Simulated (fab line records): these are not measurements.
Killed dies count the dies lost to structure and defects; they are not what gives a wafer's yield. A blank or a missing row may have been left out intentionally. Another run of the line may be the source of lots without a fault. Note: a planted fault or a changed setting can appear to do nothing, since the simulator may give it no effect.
Check for tools in common ; flow gf180mcu ; Sample size 11 lots and 38 wafers

## WHY IT WAS OPENED
2 of 11 lots carry a flag on the reading STI_CVD_03_THK at GF_STI_THK_MEAS_04. No-fault wafers: 208.2 nm, standard deviation 2.1.
Rule: flag the lot when none of its wafers has a number, or when each of its wafers that has one lies beyond 4 standard deviations from that mean. The other lots count as sound.

lot;measured;on;STI_CVD_03_THK (nm), wafer by wafer;flag
L735;day 1 14:11;film-metro-03;206.7 208.1 208.8;
L737;day 2 04:00;film-metro-02;209.6 209.1 209.0;
L741;day 2 20:34;film-metro-02;202.4 203.2 203.3;
L742;day 3 01:37;film-metro-02;208.2 207.5;
L744;day 3 10:34;film-metro-03;206.3 206.8 205.6;
L745;day 3 15:59;film-metro-03;207.3 210.0 209.8;
L747;day 4 02:56;film-metro-03;208.0 207.4 206.8;
L754;day 5 13:05;film-metro-02;143.3 147.7 146.7 143.3 147.8 146.8;FLAGGED
L755;day 5 17:34;film-metro-03;207.6 208.0 207.4;
L757;day 6 04:23;film-metro-02;146.0 145.2 145.6 145.9 145.0 145.7;FLAGGED
L758;day 6 08:35;film-metro-01;207.9 207.6 207.1;
On average the flagged lots' numbers are 145.8 nm, which is -62.4 nm against the usual, or -30 standard deviations.

## LOT BY LOT: THE TOOL USED
The record keeps 1 process step preceding the reading, out of 602 steps on the route. Cell contents, in order: the tool; ch with the chambers the sampled wafers went through; the start.
lot;flag;GF_STI_CVD_03
L735;;lpcvd-01 ch 0, day 1 12:11
L737;;lpcvd-01 ch 1, day 2 02:01
L741;;lpcvd-01 ch 0, day 2 17:34
L742;;lpcvd-02 ch 0, day 2 23:38
L744;;lpcvd-01 ch 1, day 3 08:34
L745;;lpcvd-01 ch 1, day 3 13:59
L747;;lpcvd-01 ch 1, day 4 00:57
L754;FLAGGED;lpcvd-01 ch 0, day 5 11:07
L755;;lpcvd-02 ch 1, day 5 15:34
L757;FLAGGED;lpcvd-01 ch 1, day 6 02:24
L758;;lpcvd-02 ch 1, day 6 06:34
What is done by these steps:
- GF_STI_CVD_03: deposits Si3N4 from DCS/NH3, target thk 207.16 nm, time 3551 s.
- GF_STI_THK_MEAS_04

## FLAGGED OVER TOTAL, TOOL BY TOOL (the gauges that took the reading come last)
step;tool;lots run;flagged;share of the flagged lots;sound lots run after its first flagged lot
GF_STI_CVD_03;lpcvd-01;8;2;all;0
GF_STI_CVD_03;lpcvd-02;3;0;none;-
GF_STI_THK_MEAS_04;film-metro-01;1;0;none;-
GF_STI_THK_MEAS_04;film-metro-02;5;2;all;0
GF_STI_THK_MEAS_04;film-metro-03;5;0;none;-

## THE TABLE: WHAT IT ALLOWS
Rows of the table that ran all the flagged lots, 2 in number: lpcvd-01 at GF_STI_CVD_03; film-metro-02 at GF_STI_THK_MEAS_04.
- lpcvd-01 at GF_STI_CVD_03 ran 8 lots, 2 of them flagged. It ran its last sound lot, L747, at day 4 00:57 and its first flagged lot, L754, at day 5 11:07: a fault with its onset between the two fits. Its own readings lie more than 4 standard deviations out on every wafer of the flagged lots: spike-tc-bottom-C, spike-tc-centre-C, spike-tc-lower-C, spike-tc-top-C, spike-tc-upper-C, susceptor-temp-C.
- film-metro-02 at GF_STI_THK_MEAS_04 ran 5 lots, 2 of them flagged. It ran its last sound lot, L742, at day 3 01:37 and its first flagged lot, L754, at day 5 13:05: a fault with its onset between the two fits.
Counting lots can't tell these 2 tools apart, because each fits a fault that began at some hour. More lots, or a look at what each step does to the wafer, might.

## WHAT THE SIMULATOR HAD PUT IN
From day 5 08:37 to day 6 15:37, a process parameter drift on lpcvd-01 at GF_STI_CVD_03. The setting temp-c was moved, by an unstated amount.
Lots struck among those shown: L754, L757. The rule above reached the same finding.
